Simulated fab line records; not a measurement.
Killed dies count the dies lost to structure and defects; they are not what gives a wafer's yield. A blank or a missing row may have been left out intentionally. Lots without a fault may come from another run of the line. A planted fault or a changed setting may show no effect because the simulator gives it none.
Struck lot and sound lot, side by side :: flow sky130 :: 18 steps out of a route of 708
Sound: wafers L672.3, L672.4, L672.6. The struck wafers were L676.1, L676.3, L676.5. Last of all comes the cause.
Order at every step that has rows: each side's tool, ch and its chambers, its first start. Under that, the readings that differ: sound wafers :: struck wafers :: difference of the means :: sigmas: that difference in standard deviations of wafers without a fault.
alike: readings whose means differ by less than 2 such deviations, and words and numbers that are the same on both sides. not compared: withheld readings, readings that some wafer has no value for, bounds like >300 that may hide the same value, and numbers for which the record gives no deviation and whose values overlap.
Wherever a step has rows on one side only, a row that says differs or no value, or a row with sigmas, the two part there. Numbers that don't overlap but have no deviation are shown without sigmas and don't part them. A reading that every wafer of one side lacks parts them only if that side has two wafers or more.

first, 4 steps without rows for these wafers: SKY_LDD_HVP_SOFTBAKE_03 (time 60 s); SKY_LDD_HVP_EXPOSE_04 (exposes mask HVPTM, target cd 700 nm); SKY_LDD_HVP_PEB_05; SKY_LDD_HVP_DEVELOP_06 (develop time 60 s).
SKY_LDD_HVP_OVL_MEAS_07:
  sound on overlay-01, day 21 17:59; struck on overlay-02, day 23 19:00
  alike: LDD_HVP_OVL
after that, 1 step had no rows for these wafers: SKY_LDD_HVP_IMPLANT_08.
SKY_LDD_HVP_STRIP_09: strips in O2/N2.
  sound on plasma_asher-03 ch 0,1, day 21 18:11; struck on plasma_asher-04 ch 0,1, day 23 19:29
  alike: drypump_motor_current_A, oes_product_au, strip_time_to_endpoint_s
  not compared: rf_hours_counter_h
SKY_LDD_HVP_TW_MEAS_10:
  sound on film_metro-03, day 21 18:17; struck on film_metro-03, day 23 19:35
  alike: LDD_HVP_TW
then, 4 steps without rows for these wafers: SKY_LDD_LDN_DEHYDRATE_00 (time 60 s); SKY_LDD_LDN_HMDS_01 (prime time 60 s); SKY_LDD_LDN_COAT_02 (resist thk 1140 nm); SKY_LDD_LDN_SOFTBAKE_03 (time 60 s).
SKY_LDD_LDN_EXPOSE_04: exposes mask LDNTM, target cd 700 nm.
  sound on iline_stepper-02 ch 0, day 22 10:14; struck on iline_stepper-02 ch 0, day 24 10:38
reading: model.LDD_LDN.overlay_x_nm (nm)
sound: -0.4766 -0.4766 -0.4766
struck: -54.44 -54.44 -54.44
difference: -53.96
sigmas: 
  alike: mask
then, 2 steps without rows for these wafers: SKY_LDD_LDN_PEB_05; SKY_LDD_LDN_DEVELOP_06 (develop time 60 s).
SKY_LDD_LDN_OVL_MEAS_07:
  sound on overlay-01, day 23 00:37; struck on overlay-01, day 25 01:56
reading: LDD_LDN_OVL (nm)
sound: -0.1 -1.7 -0.2
struck: -55.0 -54.4 -53.8
difference: -53.7
sigmas: -38
then, 2 steps without rows for these wafers: SKY_LDD_LDN_IMPLANT_08; SKY_PAD_OPEN_PROBE_99.

== WHERE THEY PART ==
SKY_LDD_LDN_OVL_MEAS_07 only, going by this record.

WHY: what the simulator had put in
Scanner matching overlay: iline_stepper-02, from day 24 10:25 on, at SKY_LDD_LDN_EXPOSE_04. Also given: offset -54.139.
